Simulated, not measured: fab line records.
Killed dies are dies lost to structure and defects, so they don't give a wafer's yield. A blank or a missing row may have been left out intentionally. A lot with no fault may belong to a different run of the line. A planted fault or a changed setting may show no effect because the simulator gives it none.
fab line records | flow gf180mcu | part 2 of 2: steps 27 to 35 of 35
[record] lots = 5 | wafers = 15 | lastDay = 33
route steps=602 shown M3@427 V3@429 M4@456
lots untouched by any fault: they come from a run of this same line in which no faults occurred
startH: hours from the record's opening day to when the first of the lot's shown wafers began | waitH: hours since the lot's step before | " identical to the entry in the row above | L1.1+2: several wafers, shown together as one row | - no value, or no start given | * or withheld: withheld | < > ~ a bound
route shown NAME@n: names a module that has steps shown in the file, with the first one's number in the route | usual: mean/standard deviation of fault-free wafers | same: alike in all rows | chamber/n: place in a boat | sites: readings site by site | _std_site: the values' standard deviation | _edge_site: the outer-site mean with the inner-site mean subtracted | radiusMm: how far each site lies from the wafer's centre | mask NAME#n: copy n | behind: tool/chamber where the wafer was last shaped | hold: reason for holding the lot/hours on hold/outcome of the hold | device: the transistor (n, p or np) that didn't switch | end of line: tests of these same wafers at the route's end | a step given without rows: its recipe and nothing more | killed: at the first sort, the dies lost to defects and structure; wafer yield is something else | map: dies across one wafer; x = killed, . = not, _ = none there
set.NAME: the setting that was run; set.NAME@STEP: the one run at that earlier step | model.NAME: the simulator's own value behind a step, which no gauge read
lots at selected steps of the route; one table per step, one row per wafer
services: a tool's chamber out of use, with start hour (startH, from the record's first day; less than 0 if before it), hours out, and reason
[[steps]]
[step GF_V3_RS_MEAS_24]
[recipe] thkMeasGauge = four-point-probe | reads = W_of_V3_CVD_23+TiN_of_V3_SPUTTER_22+Ti_of_V3_SPUTTER_21
[usual] V3_W_RS = 0.333/0.0033
lot.wafer | tool         | chamber | startH | waitH | V3_W_RS[ohm/sq]
L081.1    | filmMetro-04 | -       | 576.85 | 0.1   | 0.335
L081.5    | "            | -       | "      | "     | 0.333
L081.6    | "            | -       | "      | "     | 0.337
L086.2    | filmMetro-03 | -       | 615.90 | 0.1   | 0.329
L086.4    | "            | -       | "      | "     | 0.335
L086.5    | "            | -       | "      | "     | 0.337
L090.1    | filmMetro-03 | -       | 644.19 | 0.1   | 0.335
L090.5    | "            | -       | "      | "     | 0.337
L090.6    | "            | -       | "      | "     | 0.333
L091.2    | filmMetro-03 | -       | 650.55 | 0.2   | 0.330
L091.3    | "            | -       | "      | "     | 0.328
L091.5    | "            | -       | "      | "     | 0.329
L094.1    | filmMetro-03 | -       | 668.66 | 0.1   | 0.333
L094.4    | "            | -       | "      | "     | 0.337
L094.5    | "            | -       | "      | "     | 0.337
[step GF_V3_THK_MEAS_25]
[recipe] thkMeasGauge = xrf | reads = W_of_V3_CVD_23
[usual] V3_W_THK = 356/4.8
lot.wafer | tool         | chamber | startH | waitH | V3_W_THK[nm]
L081.1    | filmMetro-04 | -       | 576.97 | 0.1   | 350
L081.5    | "            | -       | "      | "     | 353
L081.6    | "            | -       | "      | "     | 349
L086.2    | filmMetro-03 | -       | 616.01 | 0.1   | 355
L086.4    | "            | -       | "      | "     | 349
L086.5    | "            | -       | "      | "     | 347
L090.1    | filmMetro-03 | -       | 644.31 | 0.1   | 354
L090.5    | "            | -       | "      | "     | 352
L090.6    | "            | -       | "      | "     | 357
L091.2    | filmMetro-03 | -       | 650.66 | 0.1   | 359
L091.3    | "            | -       | "      | "     | 361
L091.5    | "            | -       | "      | "     | 360
L094.1    | filmMetro-03 | -       | 668.78 | 0.1   | 356
L094.4    | "            | -       | "      | "     | 353
L094.5    | "            | -       | "      | "     | 349
[step GF_V3_CMP_26]
[recipe] stopOn = SiO2 | downForcePsi = 3.5 | platenRpm = 60 | tOverpolishS = 15 | targetThkNm = 0 | padVelocityMS = 0.94248
[usual] motorCurrentA = 11.2/1.1 | overpolishRunS = 15.000/0.0091 | timeToEndpointS = 83/5.2
[same] tOverpolishS = 15
lot.wafer | tool   | chamber | startH | waitH | motorCurrentA | overpolishRunS | timeToEndpointS
L081.1    | cmp-02 | 0       | 577.13 | 0.1   | 11.9          | 14.996         | 86
L081.5    | "      | 2       | "      | "     | 9.4           | 15.004         | 79
L081.6    | "      | 3       | "      | "     | 11.0          | 14.990         | 84
L086.4    | cmp-01 | 1       | 616.11 | 0.1   | 11.0          | 14.988         | 87
L086.2    | "      | 3       | "      | "     | 12.7          | 15.006         | 81
L086.5    | "      | 1       | "      | "     | 11.1          | 14.979         | 89
L090.1    | cmp-02 | 0       | 644.52 | 0.2   | 12.1          | 14.988         | 81
L090.6    | "      | 1       | "      | "     | 12.6          | 14.999         | 89
L090.5    | "      | 2       | "      | "     | 9.4           | 14.981         | 74
L091.2    | cmp-01 | 3       | 650.71 | 0.0   | 12.1          | 15.012         | 76
L091.3    | "      | 2       | "      | "     | 12.4          | 15.009         | 80
L091.5    | "      | 3       | "      | "     | 11.4          | 14.988         | 79
L094.4    | cmp-02 | 2       | 668.84 | 0.0   | 8.8           | 14.999         | 71
L094.1    | "      | 3       | "      | "     | 10.9          | 15.006         | 79
L094.5    | "      | 3       | "      | "     | 10.8          | 14.998         | 77
[step GF_M4_SPUTTER_00]
[recipe] material = Ti | targetThkNm = 37.5 | arrivingIonEnergyEv = 80 | substrateTempC = 200 | chamberPressurePa = 2 | powerW = 4000 | timeS = 150
[usual] throttleValvePct = 30.4/0.77
lot.wafer | tool          | chamber | startH | waitH | throttleValvePct
L081.1    | pvdSputter-01 | -       | 577.33 | 0.1   | 29.2
L081.5    | "             | -       | "      | "     | 29.3
L081.6    | "             | -       | "      | "     | 30.4
L086.2    | pvdSputter-01 | -       | 616.36 | 0.1   | 29.1
L086.4    | "             | -       | "      | "     | 31.7
L086.5    | "             | -       | "      | "     | 31.5
L090.1    | pvdSputter-02 | -       | 644.67 | 0.1   | 29.1
L090.5    | "             | -       | "      | "     | 29.3
L090.6    | "             | -       | "      | "     | 31.2
L091.2    | pvdSputter-02 | -       | 651.01 | 0.2   | 29.2
L091.3    | "             | -       | "      | "     | 29.4
L091.5    | "             | -       | "      | "     | 30.0
L094.1    | pvdSputter-01 | -       | 669.14 | 0.2   | 30.2
L094.4    | "             | -       | "      | "     | 30.7
L094.5    | "             | -       | "      | "     | 30.2
[step GF_M4_SPUTTER_01]
[recipe] material = TiN | targetThkNm = 30 | powerW = 6500 | timeS = 25 | chamberPressurePa = 0.4
[usual] throttleValvePct = 30.4/0.81
lot.wafer | tool          | chamber | startH | waitH | throttleValvePct
L081.1    | pvdSputter-01 | -       | 577.43 | 0.1   | 29.3
L081.5    | "             | -       | "      | "     | 29.2
L081.6    | "             | -       | "      | "     | 30.4
L086.2    | pvdSputter-01 | -       | 616.46 | 0.1   | 29.4
L086.4    | "             | -       | "      | "     | 31.4
L086.5    | "             | -       | "      | "     | 31.5
L090.1    | pvdSputter-02 | -       | 644.77 | 0.1   | 28.9
L090.5    | "             | -       | "      | "     | 28.9
L090.6    | "             | -       | "      | "     | 31.0
L091.2    | pvdSputter-02 | -       | 651.11 | 0.1   | 29.0
L091.3    | "             | -       | "      | "     | 29.2
L091.5    | "             | -       | "      | "     | 30.4
L094.1    | pvdSputter-01 | -       | 669.24 | 0.1   | 30.3
L094.4    | "             | -       | "      | "     | 30.9
L094.5    | "             | -       | "      | "     | 30.4
[step GF_M4_SPUTTER_02]
[recipe] material = AlCu | targetThkNm = 450 | powerW = 10600 | timeS = 23.9 | chamberPressurePa = 0.4
[usual] throttleValvePct = 30.3/0.77
lot.wafer | tool          | chamber | startH | waitH | throttleValvePct
L081.1    | pvdSputter-01 | -       | 577.46 | 0.0   | 29.1
L081.5    | "             | -       | "      | "     | 29.1
L081.6    | "             | -       | "      | "     | 30.3
L086.2    | pvdSputter-01 | -       | 616.49 | 0.0   | 29.4
L086.4    | "             | -       | "      | "     | 31.3
L086.5    | "             | -       | "      | "     | 31.3
L090.1    | pvdSputter-02 | -       | 644.80 | 0.0   | 29.2
L090.5    | "             | -       | "      | "     | 29.0
L090.6    | "             | -       | "      | "     | 31.1
L091.2    | pvdSputter-02 | -       | 651.14 | 0.0   | 29.3
L091.3    | "             | -       | "      | "     | 29.3
L091.5    | "             | -       | "      | "     | 30.4
L094.1    | pvdSputter-01 | -       | 669.27 | 0.0   | 30.1
L094.4    | "             | -       | "      | "     | 30.8
L094.5    | "             | -       | "      | "     | 30.3
[step GF_M4_SPUTTER_03]
[recipe] material = Ti | targetThkNm = 10 | substrateTempC = 300 | chamberPressurePa = 0.3 | powerW = 3000 | timeS = 6.7
[usual] throttleValvePct = 30.3/0.8
lot.wafer | tool          | chamber | startH | waitH | throttleValvePct
L081.1    | pvdSputter-01 | -       | 577.49 | 0.0   | 29.1
L081.5    | "             | -       | "      | "     | 28.9
L081.6    | "             | -       | "      | "     | 30.3
L086.2    | pvdSputter-01 | -       | 616.52 | 0.0   | 29.3
L086.4    | "             | -       | "      | "     | 31.7
L086.5    | "             | -       | "      | "     | 31.5
L090.1    | pvdSputter-02 | -       | 644.83 | 0.0   | 29.5
L090.5    | "             | -       | "      | "     | 29.1
L090.6    | "             | -       | "      | "     | 31.2
L091.2    | pvdSputter-02 | -       | 651.17 | 0.0   | 29.3
L091.3    | "             | -       | "      | "     | 29.1
L091.5    | "             | -       | "      | "     | 30.1
L094.1    | pvdSputter-01 | -       | 669.30 | 0.0   | 30.4
L094.4    | "             | -       | "      | "     | 30.8
L094.5    | "             | -       | "      | "     | 30.1
[step GF_M4_SPUTTER_04]
[recipe] material = TiN | targetThkNm = 50 | powerW = 6500 | timeS = 41.7 | chamberPressurePa = 0.4
[usual] throttleValvePct = 30.4/0.77
lot.wafer | tool          | chamber | startH | waitH | throttleValvePct
L081.1    | pvdSputter-01 | -       | 577.51 | 0.0   | 29.2
L081.5    | "             | -       | "      | "     | 29.2
L081.6    | "             | -       | "      | "     | 30.4
L086.2    | pvdSputter-01 | -       | 616.54 | 0.0   | 29.4
L086.4    | "             | -       | "      | "     | 31.5
L086.5    | "             | -       | "      | "     | 31.4
L090.1    | pvdSputter-02 | -       | 644.85 | 0.0   | 29.1
L090.5    | "             | -       | "      | "     | 29.3
L090.6    | "             | -       | "      | "     | 31.1
L091.2    | pvdSputter-02 | -       | 651.19 | 0.0   | 29.3
L091.3    | "             | -       | "      | "     | 29.2
L091.5    | "             | -       | "      | "     | 30.1
L094.1    | pvdSputter-01 | -       | 669.32 | 0.0   | 30.2
L094.4    | "             | -       | "      | "     | 30.7
L094.5    | "             | -       | "      | "     | 30.0
[step GF_M4_RS_MEAS_05]
[recipe] thkMeasGauge = four-point-probe | reads = TiN_of_M4_SPUTTER_04+Ti_of_M4_SPUTTER_03+AlCu_of_M4_SPUTTER_02+TiN_of_M4_SPUTTER_01+Ti_of_M4_SPUTTER_00
[usual] M4_ALCU_RS = 0.0698/0.00097
lot.wafer | tool         | chamber | startH | waitH | M4_ALCU_RS[ohm/sq]
L081.1    | filmMetro-02 | -       | 577.55 | 0.0   | 0.0722
L081.5    | "            | -       | "      | "     | 0.0718
L081.6    | "            | -       | "      | "     | 0.0695
L086.2    | filmMetro-03 | -       | 616.60 | 0.0   | 0.0712
L086.4    | "            | -       | "      | "     | 0.0689
L086.5    | "            | -       | "      | "     | 0.0684
L090.1    | filmMetro-03 | -       | 644.89 | 0.0   | 0.0701
L090.5    | "            | -       | "      | "     | 0.0694
L090.6    | "            | -       | "      | "     | 0.0703
L091.2    | filmMetro-02 | -       | 651.25 | 0.0   | 0.0689
L091.3    | "            | -       | "      | "     | 0.0683
L091.5    | "            | -       | "      | "     | 0.0699
L094.1    | filmMetro-02 | -       | 669.36 | 0.0   | 0.0690
L094.4    | "            | -       | "      | "     | 0.0709
L094.5    | "            | -       | "      | "     | 0.0694
[[services]]
tool           | chamber | startH | hours | kind
hdpcvd-01      | -       | 539.25 | 15.0  | pm
cmp-02         | -       | 541.29 | 0.3   | repair
pecvd-02       | 2       | 542.92 | 15.3  | repair
plasmaAsher-02 | -       | 557.60 | 2.5   | repair
cmp-02         | -       | 572.25 | 4.0   | pm
wetBench-02    | -       | 579.89 | 7.1   | repair
pvdSputter-01  | -       | 587.82 | 0.8   | repair
krfScanner-02  | -       | 589.84 | 0.3   | repair
pecvd-02       | -       | 591.12 | 14.0  | pm
pecvd-02       | 0       | 595.44 | 12.4  | repair
rieDiel-04     | 1       | 596.08 | 4.1   | repair
rieDiel-04     | -       | 597.62 | 14.6  | pm
rieDiel-04     | 3       | 628.05 | 5.5   | repair
hdpcvd-01      | -       | 631.01 | 6.0   | pm
cvdW-01        | -       | 635.87 | 1.1   | repair
krfScanner-02  | -       | 637.57 | 0.8   | pm
cmp-02         | -       | 638.93 | 1.1   | repair
wetBench-01    | -       | 640.20 | 3.1   | repair
rieDiel-04     | 3       | 644.78 | 4.0   | repair
cmp-02         | -       | 655.00 | 6.1   | pm
pvdSputter-01  | -       | 658.73 | 1.8   | repair
cmp-02         | -       | 665.92 | 0.8   | repair
cmp-02         | -       | 666.57 | 0.8   | repair
pvdSputter-03  | -       | 668.18 | 1.5   | repair
